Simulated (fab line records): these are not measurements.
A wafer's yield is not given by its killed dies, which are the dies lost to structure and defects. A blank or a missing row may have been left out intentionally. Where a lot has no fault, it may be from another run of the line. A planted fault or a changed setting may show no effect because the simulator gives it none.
Code-filled problem report in 8D (eight disciplines) form -- flow sky130 -- the parts of the form that need people (team, actions taken, sign-off) are left out

== 1. WHAT IS WRONG ==
run-length-s at SKY_VIA1_SOFTBAKE_08 reads a mean of 110.37 s on 6 wafers of 2 lots; wafers without a fault read 119.06 s with a standard deviation of 0.22. Measured from the usual mean, that is -40 standard deviations.
The step: time 90 s.
Earliest sighting: wafer L798.1 on litho-track-04 at day 36 13:00. The record holds 39 wafers of 13 lots with a number at this step. By rule, "out" or "out of limits" means more than 4 standard deviations away from the usual mean. The other wafers with a number count as sound.

== 2. WHAT IT IS, AND WHAT IT ISN'T ==
question,is,is not
which readings at this step,"run-length-s, heater-power-total-W",-
which lots,"L798, L800","L789, L790, L791, L802, L803, L804, L806, L807, L810, L811, L812"
which wafers of those lots,all that have a number,-
read on which tools,litho-track-04,"litho-track-02, litho-track-03"
when,from day 36 13:00,"up to then (9 sound wafers); but 24 sound wafers of L802, L803, L804, L806, L807, L810, L811, L812 came after"

== 3. WHAT RULES OUT EACH SUSPECT ==
Counting: a tool at a process step up to the reading stays a suspect if it ran every lot that is out and no sound lot after the first of them.
- litho-track-04 at SKY_VIA1_SOFTBAKE_08 (time 90 s): kept. It ran every lot that is out, first L798 (day 36 13:00), and no sound lot after that. Its own heater-power-total-W, run-length-s readings are out on those wafers.
Remaining after the count: litho-track-04 at SKY_VIA1_SOFTBAKE_08.

== 4. THE CAUSE (what the simulator had put in) ==
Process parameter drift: litho-track-04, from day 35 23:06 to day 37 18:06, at SKY_VIA1_SOFTBAKE_08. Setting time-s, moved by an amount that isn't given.
This tool alone remained once counting was done.

== 5. THE CHAIN OF EFFECTS, in route order ==
Each row: a reading where the mean over the struck wafers with a number is more than 3 standard deviations away from the usual. Only readings for which the record gives a usual standard deviation are gone through. hours: the time from each lot's start at the first step in this table that gives one to its start at this step, as a median over the lots. sigmas: the change in usual standard deviations.
hours,step,reading,usual,on struck wafers,change,sigmas
0,SKY_VIA1_SOFTBAKE_08,heater-power-total-W,57.35 W,59.41,+2.06,+21
0,SKY_VIA1_SOFTBAKE_08,run-length-s,119.06 s,110.37,-8.69,-40
Its process steps:
- SKY_VIA1_SOFTBAKE_08: time 90 s.
Later measuring or inspecting steps at which every struck wafer that the step has a row for has a number for every such reading, and none has moved that far: SKY_VIA1_CD_MEAS_12.

== 6. HOW IT WOULD HAVE BEEN CAUGHT EARLIER ==
First out-of-limits reading in this record: day 36 13:00, which is 14 hours after fault onset at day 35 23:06.
